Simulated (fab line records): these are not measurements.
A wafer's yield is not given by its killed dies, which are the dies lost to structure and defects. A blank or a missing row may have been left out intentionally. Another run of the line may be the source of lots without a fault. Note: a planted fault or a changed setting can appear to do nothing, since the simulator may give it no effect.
Matching of chambers / flow sky130 / rieSi-02 running SKY_FIELD_ISO_ETCH_17: 4 sister chambers
The step etches Si in HBr/Cl2/O2, target depth 342 nm, time 97.7 s. 14 wafers are shown with their chamber, then 7 later ones without.

WAFERS, EACH WITH ITS CHAMBER
wafer=L726.2; chamber=2; drypumpMotorCurrentA (A)=5.8; rfFwdPowerW (W)=595.9; oesProductAu (a.u.)=1.015
wafer=L726.3; chamber=3; drypumpMotorCurrentA (A)=5.9; rfFwdPowerW (W)=597.7; oesProductAu (a.u.)=1.006
wafer=L726.4; chamber=1; drypumpMotorCurrentA (A)=5.4; rfFwdPowerW (W)=594.3; oesProductAu (a.u.)=0.995
wafer=L728.1; chamber=2; drypumpMotorCurrentA (A)=5.8; rfFwdPowerW (W)=594.7; oesProductAu (a.u.)=1.003
wafer=L728.2; chamber=1; drypumpMotorCurrentA (A)=5.5; rfFwdPowerW (W)=596.8; oesProductAu (a.u.)=0.986
wafer=L728.4; chamber=0; drypumpMotorCurrentA (A)=6.3; rfFwdPowerW (W)=594.5; oesProductAu (a.u.)=0.988
wafer=L732.1; chamber=0; drypumpMotorCurrentA (A)=6.3; rfFwdPowerW (W)=597.7; oesProductAu (a.u.)=1.022
wafer=L732.3; chamber=3; drypumpMotorCurrentA (A)=6.0; rfFwdPowerW (W)=600.0; oesProductAu (a.u.)=0.999
wafer=L732.6; chamber=0; drypumpMotorCurrentA (A)=6.3; rfFwdPowerW (W)=597.7; oesProductAu (a.u.)=1.003
wafer=L735.1; chamber=3; drypumpMotorCurrentA (A)=6.0; rfFwdPowerW (W)=598.9; oesProductAu (a.u.)=1.006
wafer=L735.2; chamber=2; drypumpMotorCurrentA (A)=5.8; rfFwdPowerW (W)=595.0; oesProductAu (a.u.)=0.993
wafer=L735.3; chamber=1; drypumpMotorCurrentA (A)=5.4; rfFwdPowerW (W)=600.4; oesProductAu (a.u.)=0.999
wafer=L742.1; chamber=0; drypumpMotorCurrentA (A)=6.3; rfFwdPowerW (W)=595.0; oesProductAu (a.u.)=1.010
wafer=L742.5; chamber=1; drypumpMotorCurrentA (A)=5.5; rfFwdPowerW (W)=595.9; oesProductAu (a.u.)=1.008

SIGNATURES (averages over the wafers above)
reading=drypumpMotorCurrentA; chamber 0=6.300; chamber 1=5.450; chamber 2=5.800; chamber 3=5.967; scatter within a chamber=0.0408
reading=rfFwdPowerW; chamber 0=596.225; chamber 1=596.850; chamber 2=595.200; chamber 3=598.867; scatter within a chamber=1.8
reading=oesProductAu; chamber 0=1.00575; chamber 1=0.99700; chamber 2=1.00367; chamber 3=1.00367; scatter within a chamber=0.0106
Rule: for each reading, subtract the chamber's mean from the wafer's reading, divide by that reading's scatter and square the result; add these up over the readings and take the root, which gives the wafer's distance from the chamber. If the next closest chamber is less than 2 further off than the closest, the wafer can't be placed; otherwise it belongs to the closest. The scatter: the root of (the sum of the squares of (reading less its chamber's mean) over the shown wafers, divided by (wafers less chambers)).

WAFERS WITHOUT THEIR CHAMBER
wafer=L742.6; drypumpMotorCurrentA (A)=5.8; rfFwdPowerW (W)=597.5; oesProductAu (a.u.)=0.994
wafer=L746.1; drypumpMotorCurrentA (A)=5.7; rfFwdPowerW (W)=596.2; oesProductAu (a.u.)=0.990
wafer=L746.3; drypumpMotorCurrentA (A)=5.9; rfFwdPowerW (W)=595.4; oesProductAu (a.u.)=0.994
wafer=L746.4; drypumpMotorCurrentA (A)=6.3; rfFwdPowerW (W)=595.8; oesProductAu (a.u.)=1.004
wafer=L748.1; drypumpMotorCurrentA (A)=5.5; rfFwdPowerW (W)=598.4; oesProductAu (a.u.)=0.990
wafer=L748.2; drypumpMotorCurrentA (A)=6.0; rfFwdPowerW (W)=593.1; oesProductAu (a.u.)=1.002
wafer=L748.3; drypumpMotorCurrentA (A)=5.8; rfFwdPowerW (W)=595.9; oesProductAu (a.u.)=0.998

EACH ONE'S CHAMBER
wafer=L742.6; from the rows above=2; in truth=2
wafer=L746.1; from the rows above=2; in truth=2
wafer=L746.3; from the rows above=can't be placed: 2 or 3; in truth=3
wafer=L746.4; from the rows above=0; in truth=0
wafer=L748.1; from the rows above=1; in truth=1
wafer=L748.2; from the rows above=can't be placed: 3 or 2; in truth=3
wafer=L748.3; from the rows above=2; in truth=2
Placed correctly: 5 of 7. Not placeable from these rows: 2 (in 2, the candidates include the true chamber). Placed wrongly: 0.
